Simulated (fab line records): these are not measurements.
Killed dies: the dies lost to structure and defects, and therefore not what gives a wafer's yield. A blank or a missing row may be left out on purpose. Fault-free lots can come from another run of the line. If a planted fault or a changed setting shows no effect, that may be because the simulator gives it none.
Tool commonality check / flow gf180mcu / Lots sampled 13, wafers sampled 39

## WHY IT WAS OPENED
3 of 13 lots carry a flag on the reading SALICIDE_TIN_RS at GF_SALICIDE_RS_MEAS_04. Fault-free wafers read 16.48 ohm/sq, with a standard deviation of 0.25.
Rule: a lot is flagged when every wafer of it that has a number lies more than 4 standard deviations from that mean, or none has a number. As for the other lots, they are considered sound.

lot=L428; measured=day 15 02:25; on=film-metro-03; SALICIDE_TIN_RS (ohm/sq), wafer by wafer=16.20 16.53 16.12; flag=
lot=L430; measured=day 15 17:46; on=film-metro-02; SALICIDE_TIN_RS (ohm/sq), wafer by wafer=16.37 16.64 16.35; flag=
lot=L431; measured=day 16 05:30; on=film-metro-04; SALICIDE_TIN_RS (ohm/sq), wafer by wafer=16.70 16.77 16.67; flag=
lot=L432; measured=day 16 09:27; on=film-metro-04; SALICIDE_TIN_RS (ohm/sq), wafer by wafer=16.41 15.79 16.07; flag=
lot=L435; measured=day 17 12:51; on=film-metro-03; SALICIDE_TIN_RS (ohm/sq), wafer by wafer=16.75 16.89 16.78; flag=
lot=L438; measured=day 18 18:44; on=film-metro-02; SALICIDE_TIN_RS (ohm/sq), wafer by wafer=16.17 16.11 16.14; flag=
lot=L439; measured=day 19 05:34; on=film-metro-04; SALICIDE_TIN_RS (ohm/sq), wafer by wafer=16.14 16.33 16.53; flag=
lot=L440; measured=day 19 15:23; on=film-metro-04; SALICIDE_TIN_RS (ohm/sq), wafer by wafer=16.83 16.88 17.11; flag=
lot=L441; measured=day 19 23:52; on=film-metro-03; SALICIDE_TIN_RS (ohm/sq), wafer by wafer=14.45 14.32 14.30; flag=FLAGGED
lot=L442; measured=day 20 05:20; on=film-metro-04; SALICIDE_TIN_RS (ohm/sq), wafer by wafer=14.22 14.05 14.27; flag=FLAGGED
lot=L444; measured=day 21 02:27; on=film-metro-02; SALICIDE_TIN_RS (ohm/sq), wafer by wafer=14.30 14.39 14.35; flag=FLAGGED
lot=L446; measured=day 21 17:10; on=film-metro-03; SALICIDE_TIN_RS (ohm/sq), wafer by wafer=16.49 16.76 16.74; flag=
lot=L450; measured=day 22 21:39; on=film-metro-04; SALICIDE_TIN_RS (ohm/sq), wafer by wafer=16.50 16.20 16.61; flag=
The numbers of the flagged lots are 14.29 ohm/sq on average: -2.19 ohm/sq against the usual, or -9 standard deviations.

## WHICH TOOL EACH LOT WENT THROUGH
The record holds 2 process steps before the reading, out of a route of 602 steps. Read each cell as the tool, then ch plus the chambers that the sampled wafers visited, then the start.
lot=L428; flag=; GF_SALICIDE_SPUTTER_02=pvd-sputter-02, day 15 02:20; GF_SALICIDE_SPUTTER_03=pvd-sputter-02, day 15 02:22
lot=L430; flag=; GF_SALICIDE_SPUTTER_02=pvd-sputter-01, day 15 17:43; GF_SALICIDE_SPUTTER_03=pvd-sputter-01, day 15 17:44
lot=L431; flag=; GF_SALICIDE_SPUTTER_02=pvd-sputter-02, day 16 05:25; GF_SALICIDE_SPUTTER_03=pvd-sputter-02, day 16 05:27
lot=L432; flag=; GF_SALICIDE_SPUTTER_02=pvd-sputter-02, day 16 09:24; GF_SALICIDE_SPUTTER_03=pvd-sputter-02, day 16 09:26
lot=L435; flag=; GF_SALICIDE_SPUTTER_02=pvd-sputter-04, day 17 12:48; GF_SALICIDE_SPUTTER_03=pvd-sputter-04, day 17 12:50
lot=L438; flag=; GF_SALICIDE_SPUTTER_02=pvd-sputter-02, day 18 18:41; GF_SALICIDE_SPUTTER_03=pvd-sputter-02, day 18 18:43
lot=L439; flag=; GF_SALICIDE_SPUTTER_02=pvd-sputter-02, day 19 05:29; GF_SALICIDE_SPUTTER_03=pvd-sputter-02, day 19 05:31
lot=L440; flag=; GF_SALICIDE_SPUTTER_02=pvd-sputter-01, day 19 15:20; GF_SALICIDE_SPUTTER_03=pvd-sputter-01, day 19 15:22
lot=L441; flag=FLAGGED; GF_SALICIDE_SPUTTER_02=pvd-sputter-02, day 19 23:47; GF_SALICIDE_SPUTTER_03=pvd-sputter-02, day 19 23:49
lot=L442; flag=FLAGGED; GF_SALICIDE_SPUTTER_02=pvd-sputter-02, day 20 05:15; GF_SALICIDE_SPUTTER_03=pvd-sputter-02, day 20 05:17
lot=L444; flag=FLAGGED; GF_SALICIDE_SPUTTER_02=pvd-sputter-02, day 21 02:23; GF_SALICIDE_SPUTTER_03=pvd-sputter-02, day 21 02:25
lot=L446; flag=; GF_SALICIDE_SPUTTER_02=pvd-sputter-01, day 21 17:04; GF_SALICIDE_SPUTTER_03=pvd-sputter-01, day 21 17:06
lot=L450; flag=; GF_SALICIDE_SPUTTER_02=pvd-sputter-04, day 22 21:35; GF_SALICIDE_SPUTTER_03=pvd-sputter-04, day 22 21:37
What is done by these steps:
- GF_SALICIDE_SPUTTER_02: material Co, target thk 10 nm, time 20 s.
- GF_SALICIDE_SPUTTER_03: material TiN, target thk 20 nm, time 16.7 s.
- GF_SALICIDE_RS_MEAS_04: measures by four-point-probe.

## FLAGGED AGAINST TOTAL, ONE TOOL AT A TIME (gauges that did the reading follow at the end)
step=GF_SALICIDE_SPUTTER_02; tool=pvd-sputter-01; lots run=3; flagged=0; share of the flagged lots=none; sound lots run after its first flagged lot=-
step=GF_SALICIDE_SPUTTER_02; tool=pvd-sputter-02; lots run=8; flagged=3; share of the flagged lots=all; sound lots run after its first flagged lot=0
step=GF_SALICIDE_SPUTTER_02; tool=pvd-sputter-04; lots run=2; flagged=0; share of the flagged lots=none; sound lots run after its first flagged lot=-
step=GF_SALICIDE_SPUTTER_03; tool=pvd-sputter-01; lots run=3; flagged=0; share of the flagged lots=none; sound lots run after its first flagged lot=-
step=GF_SALICIDE_SPUTTER_03; tool=pvd-sputter-02; lots run=8; flagged=3; share of the flagged lots=all; sound lots run after its first flagged lot=0
step=GF_SALICIDE_SPUTTER_03; tool=pvd-sputter-04; lots run=2; flagged=0; share of the flagged lots=none; sound lots run after its first flagged lot=-
step=GF_SALICIDE_RS_MEAS_04; tool=film-metro-02; lots run=3; flagged=1; share of the flagged lots=some; sound lots run after its first flagged lot=0
step=GF_SALICIDE_RS_MEAS_04; tool=film-metro-03; lots run=4; flagged=1; share of the flagged lots=some; sound lots run after its first flagged lot=1 (L446)
step=GF_SALICIDE_RS_MEAS_04; tool=film-metro-04; lots run=6; flagged=1; share of the flagged lots=some; sound lots run after its first flagged lot=1 (L450)

## THE TABLE: WHAT IT ALLOWS
Rows of the table that ran all the flagged lots, 2 in number: pvd-sputter-02 at GF_SALICIDE_SPUTTER_02; pvd-sputter-02 at GF_SALICIDE_SPUTTER_03.
- pvd-sputter-02 at GF_SALICIDE_SPUTTER_02: 3 of its 8 lots flagged. Its last sound lot is L439 (day 19 05:29), its first flagged lot L441 (day 19 23:47): a fault that began between those two fits.
- pvd-sputter-02 at GF_SALICIDE_SPUTTER_03: 3 of its 8 lots flagged. Its last sound lot is L439 (day 19 05:31), its first flagged lot L441 (day 19 23:49): a fault that began between those two fits.
Left over: one tool, pvd-sputter-02 at GF_SALICIDE_SPUTTER_02 and GF_SALICIDE_SPUTTER_03.

## WHAT WAS PUT IN BY THE SIMULATOR
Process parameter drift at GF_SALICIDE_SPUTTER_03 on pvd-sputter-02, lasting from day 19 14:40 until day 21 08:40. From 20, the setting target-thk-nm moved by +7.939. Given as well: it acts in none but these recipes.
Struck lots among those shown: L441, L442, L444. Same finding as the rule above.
